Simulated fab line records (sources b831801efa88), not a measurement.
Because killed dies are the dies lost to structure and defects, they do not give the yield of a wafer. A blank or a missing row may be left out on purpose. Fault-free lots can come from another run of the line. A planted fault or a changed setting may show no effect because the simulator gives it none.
Check of tool commonality ; flow gf180mcu ; Sampled: 11 lots, 33 wafers

== THE REASON FOR OPENING IT ==
At GF_HV_LDD_TW_MEAS_23 the reading HV_LDD_2_TW is flagged on 1 of 11 lots. No-fault wafers: 1057, standard deviation 16.
Rule: a lot is flagged in two cases, either no wafer of it has a number, or all its wafers with numbers fall more than 4 standard deviations from that mean. The rest of the lots are taken to be sound.

lot;measured;on;HV_LDD_2_TW, wafer by wafer;flag
L824;day 11 02:02;filmMetro-01;1073 1073 1074;
L825;day 11 11:25;filmMetro-04;1049 1051 1054;
L830;day 12 19:40;filmMetro-02;1042 1043 1040;
L831;day 12 22:29;filmMetro-01;1075 1076 1080;
L832;day 13 03:37;filmMetro-02;1038 1029 1033;
L835;day 14 04:52;filmMetro-04;789 789 785;FLAGGED
L836;day 14 11:38;filmMetro-02;1046 1048 1052;
L839;day 15 17:40;filmMetro-04;1058 1055 1062;
L844;day 17 06:16;filmMetro-02;1043 1038 1044;
L845;day 17 07:37;filmMetro-01;1073 1075 1081;
L846;day 18 00:59;filmMetro-02;1037 1037 1041;
Average over the flagged lots: 788; offset from the usual -269, equal to -17 standard deviations.

== TOOL THAT RAN EACH LOT ==
4 process steps preceding the reading are held in the record, out of 602 steps in the route. In each cell: the tool, then ch and the chambers that the sampled wafers went through, then the start.
lot;flag;GF_STI_ETCH_14;GF_STI_STRIP_15;GF_HV_LDD_STRIP_10;GF_HV_LDD_STRIP_22
L824;;rieSi-01 ch 0,1,3, day 2 01:13;plasmaAsher-01 ch 0,1, day 2 01:17;plasmaAsher-03 ch 0,1, day 10 07:25;plasmaAsher-04 ch 0,1, day 11 01:55
L825;;rieSi-02 ch 0,1,3, day 2 06:25;plasmaAsher-02 ch 0,1, day 2 06:30;plasmaAsher-04 ch 0,1, day 10 16:28;plasmaAsher-04 ch 0,1, day 11 11:19
L830;;rieSi-01 ch 0,2, day 3 09:19;plasmaAsher-02 ch 0,1, day 3 09:23;plasmaAsher-03 ch 0,1, day 11 23:11;plasmaAsher-04 ch 0,1, day 12 19:34
L831;;rieSi-02 ch 0,2,3, day 3 13:16;plasmaAsher-04 ch 0,1, day 3 13:23;plasmaAsher-03 ch 0,1, day 12 02:24;plasmaAsher-04 ch 0,1, day 12 22:24
L832;;rieSi-01 ch 0,2, day 3 18:52;plasmaAsher-02 ch 0,1, day 3 18:56;plasmaAsher-03 ch 0, day 12 07:13;plasmaAsher-04 ch 0,1, day 13 03:31
L835;FLAGGED;rieSi-02 ch 0,2,3, day 4 10:16;plasmaAsher-02 ch 0,1, day 4 10:20;plasmaAsher-03 ch 0,1, day 13 08:28;plasmaAsher-04 ch 0,1, day 14 04:46
L836;;rieSi-01 ch 1,3, day 4 15:13;plasmaAsher-04 ch 0,1, day 4 15:17;plasmaAsher-01 ch 1, day 13 14:55;plasmaAsher-03 ch 0,1, day 14 11:31
L839;;rieSi-02 ch 0,1, day 5 06:28;plasmaAsher-02 ch 0, day 5 06:32;plasmaAsher-01 ch 0,1, day 14 19:55;plasmaAsher-04 ch 0,1, day 15 17:34
L844;;rieSi-02 ch 0,1,2, day 6 08:19;plasmaAsher-01 ch 0,1, day 6 08:23;plasmaAsher-03 ch 0,1, day 16 06:28;plasmaAsher-04 ch 0,1, day 17 06:10
L845;;rieSi-01 ch 1,2, day 6 13:46;plasmaAsher-01 ch 0, day 6 13:50;plasmaAsher-04 ch 0,1, day 16 08:43;plasmaAsher-04 ch 0,1, day 17 07:31
L846;;rieSi-01 ch 1,2,3, day 6 21:37;plasmaAsher-01 ch 0,1, day 6 21:41;plasmaAsher-03 ch 0,1, day 17 01:50;plasmaAsher-01 ch 0,1, day 18 00:53
What is done by these steps:
- GF_STI_ETCH_14: etches Si in HBr/Cl2/O2, target depth 360 nm, time 102.9 s.
- GF_STI_STRIP_15: strips in O2/N2.
- GF_HV_LDD_STRIP_10: strips in O2/N2.
- GF_HV_LDD_STRIP_22: strips in O2/N2.
- GF_HV_LDD_TW_MEAS_23

== FLAGGED OVER TOTAL, TOOL BY TOOL (the gauges that took the reading come last) ==
step;tool;lots run;flagged;share of the flagged lots;sound lots run after its first flagged lot
GF_STI_ETCH_14;rieSi-01;6;0;none;-
GF_STI_ETCH_14;rieSi-02;5;1;all;2 (L839,L844)
GF_STI_STRIP_15;plasmaAsher-01;4;0;none;-
GF_STI_STRIP_15;plasmaAsher-02;5;1;all;1 (L839)
GF_STI_STRIP_15;plasmaAsher-04;2;0;none;-
GF_HV_LDD_STRIP_10;plasmaAsher-01;2;0;none;-
GF_HV_LDD_STRIP_10;plasmaAsher-03;7;1;all;2 (L844,L846)
GF_HV_LDD_STRIP_10;plasmaAsher-04;2;0;none;-
GF_HV_LDD_STRIP_22;plasmaAsher-01;1;0;none;-
GF_HV_LDD_STRIP_22;plasmaAsher-03;1;0;none;-
GF_HV_LDD_STRIP_22;plasmaAsher-04;9;1;all;3 (L839,L844,L845)
GF_HV_LDD_TW_MEAS_23;filmMetro-01;3;0;none;-
GF_HV_LDD_TW_MEAS_23;filmMetro-02;5;0;none;-
GF_HV_LDD_TW_MEAS_23;filmMetro-04;3;1;all;1 (L839)

== THE TABLE: WHAT IT ALLOWS ==
5 rows of the table ran every flagged lot: rieSi-02 at GF_STI_ETCH_14, plasmaAsher-02 at GF_STI_STRIP_15, plasmaAsher-03 at GF_HV_LDD_STRIP_10, plasmaAsher-04 at GF_HV_LDD_STRIP_22, filmMetro-04 at GF_HV_LDD_TW_MEAS_23.
- rieSi-02 at GF_STI_ETCH_14 ran 5 lots, 1 of them flagged. Sound lots ran on it after the first flagged one (L839, L844), which a lasting fault on the whole tool wouldn't allow.
- plasmaAsher-02 at GF_STI_STRIP_15 ran 5 lots, 1 of them flagged. Sound lots ran on it after the first flagged one (L839), which a lasting fault on the whole tool wouldn't allow.
- plasmaAsher-03 at GF_HV_LDD_STRIP_10 ran 7 lots, 1 of them flagged. Sound lots ran on it after the first flagged one (L844, L846), which a lasting fault on the whole tool wouldn't allow. Its own readings (oesProductAu) fall more than 4 standard deviations out on all wafers of the flagged lots.
- plasmaAsher-04 at GF_HV_LDD_STRIP_22 ran 9 lots, 1 of them flagged. Sound lots ran on it after the first flagged one (L839, L844, L845), which a lasting fault on the whole tool wouldn't allow. Its own readings (stripTimeToEndpointS) fall more than 4 standard deviations out on all wafers of the flagged lots.
- filmMetro-04 at GF_HV_LDD_TW_MEAS_23 ran 3 lots, 1 of them flagged. Sound lots ran on it after the first flagged one (L839), which a lasting fault on the whole tool wouldn't allow.
Every row of the table either missed a flagged lot or ran a sound lot after the first.

== WHAT HAD BEEN PUT IN BY THE SIMULATOR ==
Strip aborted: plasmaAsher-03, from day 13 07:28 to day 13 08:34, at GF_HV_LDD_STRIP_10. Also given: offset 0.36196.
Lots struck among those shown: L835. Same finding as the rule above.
